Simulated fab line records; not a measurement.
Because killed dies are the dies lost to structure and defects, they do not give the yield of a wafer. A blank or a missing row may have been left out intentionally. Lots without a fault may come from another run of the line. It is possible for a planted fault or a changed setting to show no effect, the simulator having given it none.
Lot-split experiment :: flow sfq line :: 23 wafers read across 5 lots, on a route 325 steps long

ABOUT THE SPLIT
At SFQ_TRILAYER_I3_VIA_LITHO_COAT_090 (resist thk 62 nm), the setting resist thk nm was moved away from the recipe's 62 nm on 11 of the 23 wafers read, by -2.4% to +3.5%. For the rest of the wafers, this setting stayed at what the recipe calls for.

Reading taken at the split's own step.

THE READING
BARC_of_TRILAYER_I3_VIA_LITHO_COAT_090.thk nm (the simulator's own value, which no gauge read), in nm, at SFQ_TRILAYER_I3_VIA_LITHO_COAT_090 (resist thk 62 nm). No usual value for it is given in the file. Here, 12 wafers ran the recipe; their average is 62.15 nm with a standard deviation of 0.25 nm.

wafer: L074.1
tool, chamber at the split: litho track-02, 0
resist thk nm as run, nm: 62
against the recipe: recipe
BARC_of_TRILAYER_I3_VIA_LITHO_COAT_090.thk nm, nm: 62.54
against lot-mates on the recipe: -

wafer: L074.2
tool, chamber at the split: litho track-02, 0
resist thk nm as run, nm: 62
against the recipe: recipe
BARC_of_TRILAYER_I3_VIA_LITHO_COAT_090.thk nm, nm: 62.3
against lot-mates on the recipe: -

wafer: L074.6
tool, chamber at the split: litho track-02, 0
resist thk nm as run, nm: 62
against the recipe: recipe
BARC_of_TRILAYER_I3_VIA_LITHO_COAT_090.thk nm, nm: 62.49
against lot-mates on the recipe: -

wafer: L075.1
tool, chamber at the split: litho track-01, 0
resist thk nm as run, nm: 63.52
against the recipe: +2.5%
BARC_of_TRILAYER_I3_VIA_LITHO_COAT_090.thk nm, nm: 63.52
against lot-mates on the recipe: +1.56

wafer: L075.2
tool, chamber at the split: litho track-01, 0
resist thk nm as run, nm: 63.52
against the recipe: +2.5%
BARC_of_TRILAYER_I3_VIA_LITHO_COAT_090.thk nm, nm: 63.54
against lot-mates on the recipe: +1.58

wafer: L075.3
tool, chamber at the split: litho track-01, 0
resist thk nm as run, nm: 62
against the recipe: recipe
BARC_of_TRILAYER_I3_VIA_LITHO_COAT_090.thk nm, nm: 62.03
against lot-mates on the recipe: -

wafer: L075.5
tool, chamber at the split: litho track-01, 0
resist thk nm as run, nm: 62
against the recipe: recipe
BARC_of_TRILAYER_I3_VIA_LITHO_COAT_090.thk nm, nm: 61.89
against lot-mates on the recipe: -

wafer: L075.6
tool, chamber at the split: litho track-01, 0
resist thk nm as run, nm: 63.52
against the recipe: +2.5%
BARC_of_TRILAYER_I3_VIA_LITHO_COAT_090.thk nm, nm: 63.48
against lot-mates on the recipe: +1.52

wafer: L077.1
tool, chamber at the split: litho track-03, 0
resist thk nm as run, nm: 60.49
against the recipe: -2.4%
BARC_of_TRILAYER_I3_VIA_LITHO_COAT_090.thk nm, nm: 60.36
against lot-mates on the recipe: -1.50

wafer: L077.2
tool, chamber at the split: litho track-03, 0
resist thk nm as run, nm: 60.49
against the recipe: -2.4%
BARC_of_TRILAYER_I3_VIA_LITHO_COAT_090.thk nm, nm: 60.58
against lot-mates on the recipe: -1.28

wafer: L077.4
tool, chamber at the split: litho track-03, 0
resist thk nm as run, nm: 62
against the recipe: recipe
BARC_of_TRILAYER_I3_VIA_LITHO_COAT_090.thk nm, nm: 61.92
against lot-mates on the recipe: -

wafer: L077.5
tool, chamber at the split: litho track-03, 0
resist thk nm as run, nm: 62
against the recipe: recipe
BARC_of_TRILAYER_I3_VIA_LITHO_COAT_090.thk nm, nm: 61.83
against lot-mates on the recipe: -

wafer: L077.6
tool, chamber at the split: litho track-03, 0
resist thk nm as run, nm: 62
against the recipe: recipe
BARC_of_TRILAYER_I3_VIA_LITHO_COAT_090.thk nm, nm: 61.82
against lot-mates on the recipe: -

wafer: L078.1
tool, chamber at the split: litho track-03, 0
resist thk nm as run, nm: 60.83
against the recipe: -1.9%
BARC_of_TRILAYER_I3_VIA_LITHO_COAT_090.thk nm, nm: 60.93
against lot-mates on the recipe: -1.18

wafer: L078.2
tool, chamber at the split: litho track-03, 0
resist thk nm as run, nm: 60.83
against the recipe: -1.9%
BARC_of_TRILAYER_I3_VIA_LITHO_COAT_090.thk nm, nm: 60.79
against lot-mates on the recipe: -1.32

wafer: L078.3
tool, chamber at the split: litho track-03, 0
resist thk nm as run, nm: 60.83
against the recipe: -1.9%
BARC_of_TRILAYER_I3_VIA_LITHO_COAT_090.thk nm, nm: 61.03
against lot-mates on the recipe: -1.08

wafer: L078.4
tool, chamber at the split: litho track-03, 0
resist thk nm as run, nm: 62
against the recipe: recipe
BARC_of_TRILAYER_I3_VIA_LITHO_COAT_090.thk nm, nm: 62.18
against lot-mates on the recipe: -

wafer: L078.5
tool, chamber at the split: litho track-03, 0
resist thk nm as run, nm: 62
against the recipe: recipe
BARC_of_TRILAYER_I3_VIA_LITHO_COAT_090.thk nm, nm: 62.05
against lot-mates on the recipe: -

wafer: L080.1
tool, chamber at the split: litho track-01, 0
resist thk nm as run, nm: 62
against the recipe: recipe
BARC_of_TRILAYER_I3_VIA_LITHO_COAT_090.thk nm, nm: 62.5
against lot-mates on the recipe: -

wafer: L080.2
tool, chamber at the split: litho track-01, 0
resist thk nm as run, nm: 64.2
against the recipe: +3.5%
BARC_of_TRILAYER_I3_VIA_LITHO_COAT_090.thk nm, nm: 64.34
against lot-mates on the recipe: +1.97

wafer: L080.4
tool, chamber at the split: litho track-01, 0
resist thk nm as run, nm: 64.2
against the recipe: +3.5%
BARC_of_TRILAYER_I3_VIA_LITHO_COAT_090.thk nm, nm: 64.49
against lot-mates on the recipe: +2.12

wafer: L080.5
tool, chamber at the split: litho track-01, 0
resist thk nm as run, nm: 64.2
against the recipe: +3.5%
BARC_of_TRILAYER_I3_VIA_LITHO_COAT_090.thk nm, nm: 64.49
against lot-mates on the recipe: +2.12

wafer: L080.6
tool, chamber at the split: litho track-01, 0
resist thk nm as run, nm: 62
against the recipe: recipe
BARC_of_TRILAYER_I3_VIA_LITHO_COAT_090.thk nm, nm: 62.24
against lot-mates on the recipe: -

THE FIT
A straight line over all 23 wafers: BARC_of_TRILAYER_I3_VIA_LITHO_COAT_090.thk nm changes by +0.636 nm for each +1% of resist thk nm; r = +0.98; the points scatter about the line by 0.22 nm.
The same after taking each lot's own level away (the mean of its wafers on the recipe; 23 wafers): +0.6 nm for each +1%; r = +1.00; scatter 0.1 nm.
According to that fit, moving resist thk nm by its largest amount changes the reading by 2.1 nm.
The lots' own levels span 61.857 to 62.443 nm, that is 2.3 times the standard deviation above.
The two slopes agree, so the slope changes little with the lot-to-lot level.
Check: for one of the wafers moved furthest among these (+3.5%), held out of the fit, the line's prediction against its lot-mates is +2.16 nm. Against them it came out at +1.97 nm.

THE OTHER SPLITS THESE WAFERS WENT THROUGH
Note: prior to the reading, these wafers also went through further splits. Each is held against what the fit with the lots' levels taken away leaves over:
other split on the same wafers: SFQ_TRILAYER_M1_LITHO_PEB_042 peb time s
wafers away from the commonest value: 10
r with BARC_of_TRILAYER_I3_VIA_LITHO_COAT_090.thk nm (lot level and that fit taken away): +0.07

other split on the same wafers: SFQ_TRILAYER_M2_LITHO_COAT_062 spin rpm
wafers away from the commonest value: 4
r with BARC_of_TRILAYER_I3_VIA_LITHO_COAT_090.thk nm (lot level and that fit taken away): +0.25

other split on the same wafers: SFQ_TRILAYER_M2_LITHO_COAT_057 spin rpm
wafers away from the commonest value: 6
r with BARC_of_TRILAYER_I3_VIA_LITHO_COAT_090.thk nm (lot level and that fit taken away): -0.27

other split on the same wafers: SFQ_TRILAYER_M2_LITHO_EXPOSE_058 dose mj
wafers away from the commonest value: 9
r with BARC_of_TRILAYER_I3_VIA_LITHO_COAT_090.thk nm (lot level and that fit taken away): +0.03

other split on the same wafers: SFQ_TRILAYER_M2_ETCH_METAL_ETCH_060 time s
wafers away from the commonest value: 9
r with BARC_of_TRILAYER_I3_VIA_LITHO_COAT_090.thk nm (lot level and that fit taken away): +0.23

THE FILE'S OWN FIT
BARC_of_TRILAYER_I3_VIA_LITHO_COAT_090.thk nm changes by +0.597 nm for each +1% of resist thk nm, r = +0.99.
